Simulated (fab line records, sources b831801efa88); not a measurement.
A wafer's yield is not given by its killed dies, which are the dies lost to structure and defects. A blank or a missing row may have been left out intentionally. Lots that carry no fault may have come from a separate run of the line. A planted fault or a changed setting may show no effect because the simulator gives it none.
fab line records	flow sfq_line
record lots=5	wafers=15	last_day=92
route steps=325 shown JJ@190 M5@198
lots that met no fault: from a run of the same line without faults
start_h: start of the lot's first displayed wafer, in hours after the record's first day	wait_h: hours elapsed since this lot's preceding step	" same as the row above	L1.1+2: a row that stands for several wafers	- either no value or no given start	* or withheld: withheld	< > ~ a bound
route shown NAME@n: NAME is a module with steps in the file, n the number in the route of the first one	usual: mean/standard deviation of fault-free wafers	same: alike in all rows	chamber/n: place in a boat	sites: per-site readings	_std_site: the values' standard deviation	_edge_site: the outer-site mean with the inner-site mean subtracted	radius_mm: for every site, how far away it sits from the centre of the wafer	mask NAME#n: copy n	behind: the last tool/chamber to shape the wafer	hold: reason for holding the lot/hours on hold/outcome of the hold	device: whichever transistor did not switch (one of n, p or np)	end of line: the same wafers' tests at the end of the route	for a step that has no rows: nothing shown but its recipe	killed: count of dies lost to structure and defects at first sort (not the wafer's yield)	map: a wafer's dies, x killed, . not, _ none there
set.NAME: the setting the step ran with; set.NAME@STEP: the setting that earlier step ran with	model.NAME: the simulator's own value behind a step, which no gauge read
lots seen at some steps along the route; tables by step, rows by wafer
services: the hour from which a tool's chamber was out of use, counted from the record's first day as start_h (under 0 if before that day), plus the number of hours and why
## steps
# step SFQ_TRILAYER_JJ_CE_LITHO_DEVELOP_116
# recipe time_s=60	resist=KrF
# step SFQ_JJ_OVL_MEAS_931
# usual J5_OVL=-3/4.1
lot.wafer	tool	chamber	start_h	wait_h	J5_OVL[nm]
L984.1	overlay-01	-	1461.39	0.1	-1
L984.2	"	-	"	"	-8
L984.3	"	-	"	"	-3
L985.3	overlay-01	-	1473.40	0.1	-2
L985.4	"	-	"	"	0
L985.6	"	-	"	"	2
L996.2	overlay-01	-	1630.55	0.1	1
L996.4	"	-	"	"	-4
L996.5	"	-	"	"	0
L102.1	overlay-01	-	1652.15	0.1	-14
L102.2	"	-	"	"	-15
L102.6	"	-	"	"	-12
L103.3	overlay-02	-	1658.16	0.1	-2
L103.4	"	-	"	"	0
L103.5	"	-	"	"	-1
# step SFQ_TRILAYER_JJ_CE_METRO_MEASURE_117
# usual cd_nm=699.9/1.4
lot.wafer	tool	chamber	start_h	wait_h	cd_nm
L984.1	cd_sem-01	-	1461.43	0.0	698.6
L984.2	"	-	"	"	699.9
L984.3	"	-	"	"	700.5
L985.3	cd_sem-02	-	1473.83	0.4	702.2
L985.4	"	-	"	"	702.1
L985.6	"	-	"	"	701.7
L996.2	cd_sem-01	-	1630.78	0.2	700.4
L996.4	"	-	"	"	698.0
L996.5	"	-	"	"	699.5
L102.1	cd_sem-01	-	1652.18	0.0	700.9
L102.2	"	-	"	"	700.6
L102.6	"	-	"	"	699.6
L103.3	cd_sem-02	-	1658.58	0.4	698.9
L103.4	"	-	"	"	698.0
L103.5	"	-	"	"	698.1
# step SFQ_TRILAYER_JJ_CE_BARC_OPEN_RIE_150
# recipe mask_material=PR	chemistry=O2	target_depth_nm=240	target=BARC	icp_w=600	bias_w=80	pressure_mtorr=10	time_s=80
# usual bias_w=80.06/0.24	chamber_pressure_mTorr=9.999/0.01	drypump_motor_current_A=5.5/0.3	oes_product_au=0.538/0.0046
lot.wafer	tool	chamber	start_h	wait_h	bias_w	chamber_pressure_mTorr	drypump_motor_current_A	oes_product_au	rf_hours_counter_h
L984.1	rie_metal-01	0	1462.63	1.0	79.96	9.992	5.3	0.542	27
L984.2	"	1	"	"	80.02	9.998	6.0	0.543	32
L984.3	"	0	"	"	79.89	10.009	5.3	0.546	-
L985.3	rie_metal-04	1	1474.66	0.6	80.02	9.992	5.5	0.538	-
L985.4	"	0	"	"	80.13	10.000	5.4	0.539	-
L985.6	"	0	"	"	80.37	10.003	5.4	0.532	-
L996.2	rie_metal-04	0	1631.78	0.8	80.18	9.998	5.4	0.536	12
L996.4	"	1	"	"	80.30	10.000	5.5	0.531	-
L996.5	"	0	"	"	79.74	10.000	5.4	0.541	-
L102.1	rie_metal-03	1	1653.38	1.0	80.08	9.999	5.1	0.531	76
L102.2	"	0	"	"	80.00	9.980	5.9	0.537	92
L102.6	"	1	"	"	79.72	9.977	5.2	0.534	-
L103.3	rie_metal-03	0	1659.42	0.6	79.98	9.991	5.9	0.534	-
L103.4	"	1	"	"	79.54	9.989	5.2	0.540	-
L103.5	"	1	"	"	80.02	10.001	5.2	0.536	-
# step SFQ_TRILAYER_JJ_CE_ETCH_RIE_118
# recipe target=Nb	stop_on=Al2O3	mask_material=PR	taper_deg=13.257	over_etch_frac=0.15	time_s=97.7	chemistry=SF6	target_depth_nm=170	icp_w=600	bias_w=80	pressure_mtorr=10
# usual bias_w=80.01/0.23	chamber_pressure_mTorr=10.001/0.0082	drypump_motor_current_A=5.5/0.3	oes_product_au=0.989/0.011
lot.wafer	tool	chamber	start_h	wait_h	bias_w	chamber_pressure_mTorr	drypump_motor_current_A	oes_product_au	rf_hours_counter_h
L984.1	rie_metal-01	0	1462.72	0.1	79.76	10.006	5.3	0.966	27
L984.2	"	1	"	"	79.81	10.010	6.0	1.003	32
L984.3	"	0	"	"	80.09	10.001	5.3	0.969	-
L985.3	rie_metal-04	1	1474.76	0.1	80.10	10.000	5.5	0.980	-
L985.4	"	0	"	"	80.34	9.992	5.4	0.992	-
L985.6	"	0	"	"	80.30	9.998	5.4	0.985	-
L996.2	rie_metal-04	0	1631.88	0.1	80.26	9.998	5.4	0.997	12
L996.4	"	1	"	"	80.20	10.014	5.5	0.985	-
L996.5	"	0	"	"	79.79	10.011	5.4	1.000	-
L102.1	rie_metal-03	1	1653.48	0.1	80.20	9.997	5.1	0.992	76
L102.2	"	0	"	"	80.28	9.998	5.9	0.994	92
L102.6	"	1	"	"	80.28	10.012	5.1	0.993	-
L103.3	rie_metal-03	0	1659.51	0.1	79.74	10.013	5.9	1.002	-
L103.4	"	1	"	"	80.11	10.000	5.1	0.996	-
L103.5	"	1	"	"	79.80	10.011	5.2	0.990	-
# step SFQ_TRILAYER_JJ_ANODIZE_ANODIZE_119
# recipe current_density_ma_cm2=withheld	end_current_density_ma_cm2=withheld	bath_temp_c=withheld
# step SFQ_TRILAYER_JJ_CE_STRIP_STRIP_120
# recipe gas=O2	power_w=200	platen_temp_c=40	overash_fraction=0.65	chemistry=O2	pressure_mtorr=50
# usual chamber_pressure_mTorr=50.00/0.044	drypump_motor_current_A=5.5/0.33	oes_product_au=0.999/0.017	platen_temp_c=39.98/0.13
lot.wafer	tool	chamber	start_h	wait_h	chamber_pressure_mTorr	drypump_motor_current_A	oes_product_au	platen_temp_c	rf_hours_counter_h
L984.1	rie_metal-03	1	1463.33	0.0	50.01	5.2	0.993	40.12	54
L984.2	"	0	"	"	49.96	5.9	1.029	40.25	69
L984.3	"	0	"	"	49.98	5.9	1.022	39.98	-
L985.3	rie_metal-03	0	1475.57	0.2	49.95	5.9	1.022	40.17	-
L985.4	"	1	"	"	49.98	5.1	0.992	40.03	-
L985.6	"	1	"	"	50.03	5.1	0.989	39.60	-
L996.2	rie_metal-03	0	1632.48	0.0	50.05	5.9	1.013	40.19	89
L996.4	"	0	"	"	49.87	5.9	1.009	40.06	-
L996.5	"	1	"	"	49.97	5.2	0.998	40.23	-
L102.1	rie_metal-04	1	1654.08	0.0	50.05	5.5	0.994	40.05	95
L102.2	"	0	"	"	50.03	5.4	1.023	39.95	16
L102.6	"	0	"	"	49.93	5.4	1.037	39.92	-
L103.3	rie_metal-04	1	1660.28	0.2	50.03	5.5	0.985	40.01	-
L103.4	"	0	"	"	50.08	5.4	1.023	40.09	-
L103.5	"	0	"	"	50.00	5.4	1.015	39.95	-
# step SFQ_TRILAYER_JJ_CE_STRIP_SOLV_CLEAN_121
# recipe chemistry=NMP	temp_c=70	time_s=600
# step SFQ_TRILAYER_M5_LITHO_COAT_128
# recipe resist=BARC	spin_rpm=3000	resist_thk_nm=62
# step SFQ_TRILAYER_M5_LITHO_COAT_123
# recipe resist=KrF	spin_rpm=3000	resist_thk_nm=600
# step SFQ_TRILAYER_M5_LITHO_SOFTBAKE_127
# recipe temp_c=withheld	time_s=withheld	resist=KrF
# step SFQ_TRILAYER_M5_LITHO_EXPOSE_124
# recipe mask_id=M5	na=0.6	source_shape=conventional	sigma_outer=0.65	target_cd_nm=700	dose_mj=14.4
# step SFQ_TRILAYER_M5_LITHO_PEB_126
# recipe peb_temp_c=115	peb_time_s=60	resist=KrF
lot.wafer	tool	chamber	start_h	wait_h
L984.1+2+3	litho_track-04	0	1570.64	1.0
L985.3+4+6	litho_track-03	0	1581.49	0.7
L996.2+4+5	litho_track-04	0	1703.81	0.8
L102.1+2+6	litho_track-03	0	1747.27	1.0
L103.3+4+5	litho_track-01	0	1752.12	0.7
# step SFQ_TRILAYER_M5_LITHO_DEVELOP_125
# recipe time_s=60	resist=KrF
# step SFQ_M5_OVL_MEAS_932
# usual M5_OVL=-4/5.3
lot.wafer	tool	chamber	start_h	wait_h	M5_OVL[nm]
L984.1	overlay-02	-	1570.94	0.1	-4
L984.2	"	-	"	"	-3
L984.3	"	-	"	"	-4
L985.3	overlay-01	-	1581.75	0.1	-6
L985.4	"	-	"	"	-4
L985.6	"	-	"	"	4
L996.2	overlay-02	-	1704.09	0.1	-7
L996.4	"	-	"	"	-3
L996.5	"	-	"	"	-6
L102.1	overlay-01	-	1747.57	0.1	-3
L102.2	"	-	"	"	-4
L102.6	"	-	"	"	-5
L103.3	overlay-01	-	1752.38	0.1	2
L103.4	"	-	"	"	-4
L103.5	"	-	"	"	6
# step SFQ_TRILAYER_M5_BARC_OPEN_METAL_ETCH_161
# recipe mask_material=PR	chemistry=O2	target_depth_nm=125	target=BARC	icp_w=600	bias_w=80	pressure_mtorr=10	time_s=41.7
# usual bias_w=80.04/0.25	chamber_pressure_mTorr=10.000/0.0082	drypump_motor_current_A=5.7/0.43	oes_product_au=0.685/0.0047
lot.wafer	tool	chamber	start_h	wait_h	bias_w	chamber_pressure_mTorr	drypump_motor_current_A	oes_product_au	rf_hours_counter_h	model.M5.cd_nm
L984.1	rie_metal-03	1	1570.98	0.0	80.49	9.983	5.1	0.689	62	699.6
L984.2	"	0	"	"	79.82	10.013	5.9	0.688	78	697.8
L984.3	"	0	"	"	80.24	9.996	5.9	0.678	-	699.7
L985.3	rie_metal-02	0	1581.80	0.0	79.55	9.995	5.5	0.688	-	696.3
L985.4	"	1	"	"	79.63	9.993	6.3	0.683	-	700.2
L985.6	"	0	"	"	79.81	10.000	5.5	0.681	-	697.1
L996.2	rie_metal-02	1	1704.15	0.1	80.64	9.997	6.3	0.685	-	697.8
L996.4	"	1	"	"	80.14	10.006	6.3	0.686	-	686.3
L996.5	"	1	"	"	80.29	9.990	6.3	0.688	-	698.9
L102.1	rie_metal-02	1	1747.61	0.0	80.19	9.984	6.3	0.687	30	700.2
L102.2	"	0	"	"	80.14	10.005	5.5	0.690	4	697.5
L102.6	"	1	"	"	80.38	9.997	6.3	0.687	-	700.3
L103.3	rie_metal-04	0	1752.43	0.0	79.64	10.011	5.4	0.688	-	700.8
L103.4	"	1	"	"	79.97	10.005	5.5	0.682	-	700.6
L103.5	"	0	"	"	79.97	9.999	5.4	0.690	-	701.6
# step SFQ_TRILAYER_M5_ETCH_METAL_ETCH_126
# recipe target=Nb	stop_on=SiO2	mask_material=PR	over_etch_frac=0.15	time_s=203.2	chemistry=Cl2/BCl3	target_depth_nm=265	icp_w=600	bias_w=80	pressure_mtorr=10
# usual bias_w=79.97/0.25	chamber_pressure_mTorr=9.999/0.01	drypump_motor_current_A=5.7/0.43	oes_product_au=0.728/0.0057
lot.wafer	tool	chamber	start_h	wait_h	bias_w	chamber_pressure_mTorr	drypump_motor_current_A	oes_product_au	rf_hours_counter_h	model.M5.cd_nm
L984.1	rie_metal-03	1	1571.04	0.0	80.11	10.009	5.2	0.723	62	695.6
L984.2	"	0	"	"	80.18	10.018	5.9	0.721	78	698
L984.3	"	0	"	"	80.28	10.012	5.9	0.721	-	699.7
L985.3	rie_metal-02	0	1581.90	0.1	79.66	10.014	5.5	0.747	-	696.3
L985.4	"	1	"	"	79.34	9.994	6.3	0.730	-	699.4
L985.6	"	0	"	"	80.17	9.997	5.5	0.730	-	697.3
L996.2	rie_metal-02	1	1704.37	0.2	79.61	10.009	6.3	0.719	-	697.7
L996.4	"	1	"	"	80.45	10.003	6.3	0.733	-	685.3
L996.5	"	1	"	"	79.63	10.002	6.3	0.730	-	699.5
L102.1	rie_metal-02	1	1747.67	0.0	80.39	9.998	6.3	0.739	30	698.5
L102.2	"	0	"	"	79.68	10.001	5.5	0.738	5	693.2
L102.6	"	1	"	"	80.25	10.011	6.3	0.731	-	697.5
L103.3	rie_metal-04	0	1752.53	0.1	79.78	9.994	5.4	0.729	-	699.6
L103.4	"	1	"	"	79.85	10.013	5.5	0.735	-	698.8
L103.5	"	0	"	"	80.01	9.987	5.4	0.732	-	700.4
# step SFQ_TRILAYER_M5_STRIP_STRIP_127
# recipe gas=O2	power_w=200	platen_temp_c=40	overash_fraction=0.65	chemistry=O2	pressure_mtorr=50
# usual chamber_pressure_mTorr=50.00/0.047	drypump_motor_current_A=5.7/0.42	oes_product_au=1.002/0.012	platen_temp_c=39.99/0.1
lot.wafer	tool	chamber	start_h	wait_h	chamber_pressure_mTorr	drypump_motor_current_A	oes_product_au	platen_temp_c	rf_hours_counter_h
L984.1	rie_metal-03	1	1571.23	0.1	49.92	5.2	0.990	39.97	62
L984.2	"	0	"	"	49.97	5.9	1.018	39.89	78
L984.3	"	0	"	"	49.99	5.9	1.018	39.94	-
L985.3	rie_metal-02	0	1582.23	0.3	50.10	5.5	0.981	40.04	-
L985.4	"	1	"	"	49.98	6.3	0.993	40.21	-
L985.6	"	0	"	"	49.99	5.5	0.973	39.84	-
L996.2	rie_metal-02	1	1705.07	0.6	50.04	6.3	1.008	39.93	-
L996.4	"	1	"	"	50.04	6.3	1.007	39.98	-
L996.5	"	1	"	"	49.99	6.3	1.018	40.23	-
L102.1	rie_metal-02	1	1747.86	0.1	50.05	6.3	0.991	40.05	31
L102.2	"	0	"	"	50.13	5.5	0.992	40.00	5
L102.6	"	1	"	"	49.94	6.3	0.994	40.03	-
L103.3	rie_metal-04	0	1752.86	0.3	50.00	5.4	1.013	40.16	-
L103.4	"	1	"	"	50.07	5.5	0.977	40.03	-
L103.5	"	0	"	"	50.04	5.4	1.007	40.05	-
## services
tool	chamber	start_h	hours	kind
rie_metal-03	-	1447.47	2.8	pm
cd_sem-01	-	1450.90	0.4	pm
rie_metal-02	-	1451.27	0.7	repair
cd_sem-02	-	1455.15	1.5	pm
cd_sem-02	-	1456.61	0.7	pm
cd_sem-02	-	1457.35	1.3	pm
rie_metal-01	-	1474.81	1.4	pm
cd_sem-01	-	1483.54	1.2	pm
cd_sem-02	-	1526.83	15.0	repair
cd_sem-02	-	1568.26	2.3	pm
cd_sem-01	-	1570.51	0.7	pm
cd_sem-01	-	1572.93	1.8	pm
rie_metal-02	-	1585.15	2.8	pm
cd_sem-01	-	1588.77	1.0	pm
rie_metal-03	-	1600.04	2.0	repair
cd_sem-02	-	1610.58	1.3	pm
cd_sem-01	-	1611.90	1.0	pm
cd_sem-02	-	1613.63	0.2	pm
rie_metal-02	1	1615.20	3.7	repair
rie_metal-03	-	1622.14	0.2	repair
cd_sem-02	-	1624.92	0.9	pm
rie_metal-04	-	1642.61	1.8	repair
rie_metal-04	-	1679.48	15.6	pm
cd_sem-02	-	1752.26	1.1	pm
## key
first_sign none at tools or gauges
model_effect step=SFQ_TRILAYER_M5_BARC_OPEN_METAL_ETCH_161	value=M5.cd_nm	without=697.7	struck=686.3
model_effect step=SFQ_TRILAYER_M5_ETCH_METAL_ETCH_126	value=M5.cd_nm	without=696.7	struck=685.3
met_at SFQ_TRILAYER_M5_LITHO_PEB_126
struck_wafers L996.4
onset_between 1570.64 1703.81
fault kind=process_parameter_drift	tool=litho_track-04	chamber=-	onset_h=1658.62	steps=SFQ_TRILAYER_M5_LITHO_PEB_126	channel=peb_time_s	offset=*	shape=step	end_h=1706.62	scope=struck_wafers_only	acts_in=*	stated=*
